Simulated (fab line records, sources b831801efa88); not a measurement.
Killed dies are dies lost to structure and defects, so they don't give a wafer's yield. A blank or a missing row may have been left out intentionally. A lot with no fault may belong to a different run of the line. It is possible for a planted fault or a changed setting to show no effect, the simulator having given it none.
Which tool was responsible? | flow sky130 | 12 lots, 36 wafers sampled, at 2 steps of a route of 708

## WHAT EACH GAUGE READ, for each wafer
SKY_VIA1_CD_MEAS_12 targets a cd of 150 nm.
lot  | measured     | on        | cd_nm (nm)
L075 | day 34 05:36 | cd_sem-01 | 150.6 148.9 148.4
L077 | day 34 20:00 | cd_sem-02 | 149.0 148.7 147.8
L079 | day 36 08:50 | cd_sem-02 | 148.9 149.7 149.3
L081 | day 36 15:22 | cd_sem-01 | 145.9 147.5 148.5
L082 | day 36 21:56 | cd_sem-01 | 148.9 147.7 148.5
L085 | day 37 15:30 | cd_sem-01 | 150.6 150.6 151.1
L087 | day 38 05:30 | cd_sem-01 | 151.9 150.3 149.1
L089 | day 38 16:40 | cd_sem-02 | 148.0 147.5 147.8
L091 | day 39 06:23 | cd_sem-02 | 148.5 149.7 149.4
L094 | day 40 04:51 | cd_sem-02 | 147.5 146.3 147.8
L095 | day 40 22:52 | cd_sem-02 | 149.8 149.9 151.1
L097 | day 41 00:47 | cd_sem-01 | 151.0 151.3 151.4

## WHICH TOOL RAN EACH LOT (tool, then ch and the chambers of the sampled wafers, then the start)
lot  | SKY_METAL1_SPUTTER_04
L075 | pvd_sputter-03, day 31 22:05
L077 | pvd_sputter-01, day 32 13:30
L079 | pvd_sputter-02, day 34 02:35
L081 | pvd_sputter-01, day 34 08:32
L082 | pvd_sputter-03, day 34 15:16
L085 | pvd_sputter-02, day 35 10:17
L087 | pvd_sputter-03, day 36 00:14
L089 | pvd_sputter-01, day 36 11:24
L091 | pvd_sputter-01, day 37 02:44
L094 | pvd_sputter-03, day 38 02:03
L095 | pvd_sputter-01, day 38 20:56
L097 | pvd_sputter-01, day 38 22:30
- SKY_METAL1_SPUTTER_04: material TiN, target thk 70 nm, time 58.3 s.

## THE ANSWER, worked out from the rows above alone
Rule: usual is defined by the lots themselves. Put in order of their means at a reading, lots are off if they are a third of the lots or fewer, leave a main group of 4 or more, and stand apart from it by a gap of 3 or more times the standard deviation of the main group's means; of several such gaps the widest counts. Not used: any main group whose means are identical at the precision the tables above print for the reading. Also off: a lot with no number at a reading for which 4 or more lots have one. All remaining lots with rows at the step are treated as sound.
No lot is off at any reading shown: from this, nothing can be told.

## WHAT HAD BEEN PUT IN BY THE SIMULATOR
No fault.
